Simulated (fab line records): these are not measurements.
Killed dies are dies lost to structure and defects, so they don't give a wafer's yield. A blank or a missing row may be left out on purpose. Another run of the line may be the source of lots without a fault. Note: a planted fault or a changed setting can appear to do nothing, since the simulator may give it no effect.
Check for tools in common -- flow gf180mcu -- Sampled: 12 lots, 36 wafers

WHY IT WAS OPENED
2 of 12 lots carry a flag on the reading MVSD_RS at GF_VT_IMPLANT_RS_MEAS_46. Wafers without a fault read 456.8 ohm/sq, standard deviation 1.4.
Rule: a lot is flagged in two cases, either no wafer of it has a number, or all its wafers with numbers fall more than 4 standard deviations from that mean. The other lots count as sound.

lot,measured,on,"MVSD_RS (ohm/sq), wafer by wafer",flag
L602,day 7 20:06,film-metro-04,456.0 456.2 456.7,
L604,day 8 09:52,film-metro-04,456.6 455.9 455.9,
L605,day 8 17:19,film-metro-04,455.0 456.1 455.3,
L606,day 8 23:07,film-metro-01,458.0 458.5 458.5,
L609,day 9 17:55,film-metro-01,455.9 455.5 455.3,
L611,day 10 08:14,film-metro-02,512.2 512.2 512.1,FLAGGED
L612,day 10 16:18,film-metro-02,512.3 513.7 512.9,FLAGGED
L614,day 11 03:46,film-metro-04,457.3 455.6 457.2,
L618,day 12 06:35,film-metro-01,455.1 454.0 454.9,
L620,day 12 21:58,film-metro-01,458.4 459.1 456.8,
L623,day 13 16:34,film-metro-02,456.0 457.0 456.6,
L624,day 14 06:20,film-metro-01,458.1 457.0 457.6,
The mean of the flagged lots' numbers is 512.6 ohm/sq, +55.8 ohm/sq from the usual (+40 standard deviations).

EACH LOT AND THE TOOL IT RAN ON
Before the reading, the record contains 2 process steps out of a 602-step route. Cell contents, in order: the tool; ch with the chambers the sampled wafers went through; the start.
lot,flag,GF_LVPWELL_STRIP_10,GF_MVSD_IMPLANT_09
L602,,"plasma-asher-04 ch 0,1, day 4 02:37","implanter-02 ch 0, day 4 15:51"
L604,,"plasma-asher-02 ch 0,1, day 4 14:43","implanter-03 ch 0, day 5 04:49"
L605,,"plasma-asher-02 ch 0,1, day 4 19:04","implanter-03 ch 0, day 5 09:34"
L606,,"plasma-asher-04 ch 0, day 5 00:40","implanter-04 ch 0, day 5 15:01"
L609,,"plasma-asher-04 ch 0,1, day 5 17:10","implanter-04 ch 0, day 6 08:22"
L611,FLAGGED,"plasma-asher-04 ch 0,1, day 6 05:10","implanter-04 ch 0, day 6 19:58"
L612,FLAGGED,"plasma-asher-02 ch 0,1, day 6 12:07","implanter-04 ch 0, day 7 03:18"
L614,,"plasma-asher-04 ch 0,1, day 6 21:50","implanter-03 ch 0, day 7 13:58"
L618,,"plasma-asher-04 ch 0,1, day 7 20:34","implanter-02 ch 0, day 8 12:45"
L620,,"plasma-asher-04 ch 0,1, day 8 08:13","implanter-02 ch 0, day 9 01:37"
L623,,"plasma-asher-02 ch 0,1, day 9 00:58","implanter-03 ch 0, day 9 17:55"
L624,,"plasma-asher-01 ch 0,1, day 9 11:46","implanter-02 ch 0, day 10 05:43"
These steps, and what they do:
- GF_LVPWELL_STRIP_10: strips in O2/N2.
- GF_MVSD_IMPLANT_09
- GF_VT_IMPLANT_RS_MEAS_46: measures by four-point-probe.

FLAGGED OVER TOTAL, TOOL BY TOOL (the gauges that took the reading come last)
step,tool,lots run,flagged,share of the flagged lots,sound lots run after its first flagged lot
GF_LVPWELL_STRIP_10,plasma-asher-01,1,0,none,-
GF_LVPWELL_STRIP_10,plasma-asher-02,4,1,some,1 (L623)
GF_LVPWELL_STRIP_10,plasma-asher-04,7,1,some,"3 (L614,L618,L620)"
GF_MVSD_IMPLANT_09,implanter-02,4,0,none,-
GF_MVSD_IMPLANT_09,implanter-03,4,0,none,-
GF_MVSD_IMPLANT_09,implanter-04,4,2,all,0
GF_VT_IMPLANT_RS_MEAS_46,film-metro-01,5,0,none,-
GF_VT_IMPLANT_RS_MEAS_46,film-metro-02,3,2,all,1 (L623)
GF_VT_IMPLANT_RS_MEAS_46,film-metro-04,4,0,none,-

WHAT IS ALLOWED BY THE TABLE
implanter-04 at GF_MVSD_IMPLANT_09 and film-metro-02 at GF_VT_IMPLANT_RS_MEAS_46 are the 2 rows of the table that ran each flagged lot.
- implanter-04 at GF_MVSD_IMPLANT_09 ran 4 lots, 2 of them flagged. Last sound lot L609 at day 6 08:22, first flagged lot L611 at day 6 19:58; a fault beginning in between fits. Its own readings lie more than 4 standard deviations out on every wafer of the flagged lots: dose-ions-cm2, faraday-current-uA.
- film-metro-02 at GF_VT_IMPLANT_RS_MEAS_46 ran 3 lots, 2 of them flagged. Lots that were sound ran on it after the first flagged one (L623); a persistent fault on the entire tool would not allow that.
One tool is left: implanter-04 at GF_MVSD_IMPLANT_09.

WHAT THE SIMULATOR HAD PUT IN
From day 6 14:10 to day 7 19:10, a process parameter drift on implanter-04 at GF_MVSD_IMPLANT_09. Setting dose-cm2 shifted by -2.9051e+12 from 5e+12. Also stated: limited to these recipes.
Lots struck among those shown: L611, L612. The rule above reached the same finding.
